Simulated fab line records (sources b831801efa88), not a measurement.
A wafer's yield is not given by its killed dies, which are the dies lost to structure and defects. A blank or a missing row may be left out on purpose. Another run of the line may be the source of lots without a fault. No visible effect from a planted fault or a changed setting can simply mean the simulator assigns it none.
Which of the tools did it? ; flow gf180mcu ; 33 wafers from 11 lots sampled at 4 of the route's 602 steps

WHAT THE GAUGES SHOWED, per wafer
GF_PSD_TW_MEAS_11.
lot;measured;on;PSD_TW
L607;day 14 00:38;film_metro-02;3190 3177 3204
L608;day 14 15:11;film_metro-01;3205 3241 3213
L609;day 14 17:37;film_metro-04;3212 3215 3212
L612;day 16 08:16;film_metro-01;3233 3227 3222
L614;day 17 02:19;film_metro-02;3180 3169 3172
L613;day 17 11:43;film_metro-02;3172 3173 3171
L615;day 17 20:52;film_metro-01;3224 3211 3216
L616;day 18 06:49;film_metro-01;3226 3219 3238
L618;day 18 21:43;film_metro-02;3201 3189 3202
L625;day 20 18:56;film_metro-02;3345 3358 3351
L627;day 21 03:40;film_metro-01;3393 3388 3401

WHAT TOOL EACH LOT RAN ON (gives the tool, then ch and the chambers of the sampled wafers, and finally the start)
lot;GF_DUAL_GATE_STRIP_13;GF_PSD_IMPLANT_09;GF_PSD_STRIP_10
L607;plasma_asher-04 ch 0,1, day 8 05:40;implanter-02 ch 0, day 14 00:25;plasma_asher-02 ch 0,1, day 14 00:32
L608;plasma_asher-04 ch 0,1, day 8 14:55;implanter-04 ch 0, day 14 14:58;plasma_asher-01 ch 0,1, day 14 15:05
L609;plasma_asher-04 ch 0,1, day 8 18:16;implanter-01 ch 0, day 14 17:22;plasma_asher-04 ch 0,1, day 14 17:31
L612;plasma_asher-02 ch 0,1, day 9 23:56;implanter-04 ch 0, day 16 08:01;plasma_asher-01 ch 0,1, day 16 08:10
L614;plasma_asher-04 ch 1, day 10 16:02;implanter-04 ch 0, day 17 02:04;plasma_asher-04 ch 1, day 17 02:13
L613;plasma_asher-01 ch 0,1, day 10 18:34;implanter-01 ch 0, day 17 11:29;plasma_asher-04 ch 0,1, day 17 11:37
L615;plasma_asher-01 ch 0,1, day 11 05:07;implanter-01 ch 0, day 17 20:38;plasma_asher-04 ch 0,1, day 17 20:46
L616;plasma_asher-01 ch 0,1, day 11 10:25;implanter-04 ch 0, day 18 06:34;plasma_asher-02 ch 0,1, day 18 06:43
L618;plasma_asher-04 ch 0,1, day 11 17:05;implanter-01 ch 0, day 18 21:29;plasma_asher-01 ch 0,1, day 18 21:37
L625;plasma_asher-02 ch 0,1, day 13 14:44;implanter-01 ch 0, day 20 18:41;plasma_asher-01 ch 0,1, day 20 18:50
L627;plasma_asher-02 ch 0,1, day 14 02:57;implanter-01 ch 0, day 21 03:25;plasma_asher-04 ch 1, day 21 03:34
- GF_DUAL_GATE_STRIP_13: strips in O2/N2.
- GF_PSD_IMPLANT_09
- GF_PSD_STRIP_10: strips in O2/N2.

THE ANSWER, worked out from the rows above alone
Rule: usual is defined by the lots themselves. Put in order of their means at a reading, lots are off if they are a third of the lots or fewer, leave a main group of 4 or more, and stand apart from it by a gap of 3 or more times the standard deviation of the main group's means; of several such gaps the widest counts. A main group is skipped when, at the precision printed for the reading in the tables above, its means are all equal. Also off: a lot with no number at a reading for which 4 or more lots have one. Any other lot the step has rows for is counted as sound.
Off: L625, L627, seen at GF_PSD_TW_MEAS_11 (PSD_TW). The main group has a mean of 3204 with a standard deviation of 20.
If a tool, at a process step before that reading, ran all the lots that are off and no sound lot after the first of them, it fits. Those tools and the gauges at GF_PSD_TW_MEAS_11 are tried in the same way. Can't be told from this: 2 tools fit, plasma_asher-02 at GF_DUAL_GATE_STRIP_13, implanter-01 at GF_PSD_IMPLANT_09.

WHAT THE SIMULATOR HAD PUT IN
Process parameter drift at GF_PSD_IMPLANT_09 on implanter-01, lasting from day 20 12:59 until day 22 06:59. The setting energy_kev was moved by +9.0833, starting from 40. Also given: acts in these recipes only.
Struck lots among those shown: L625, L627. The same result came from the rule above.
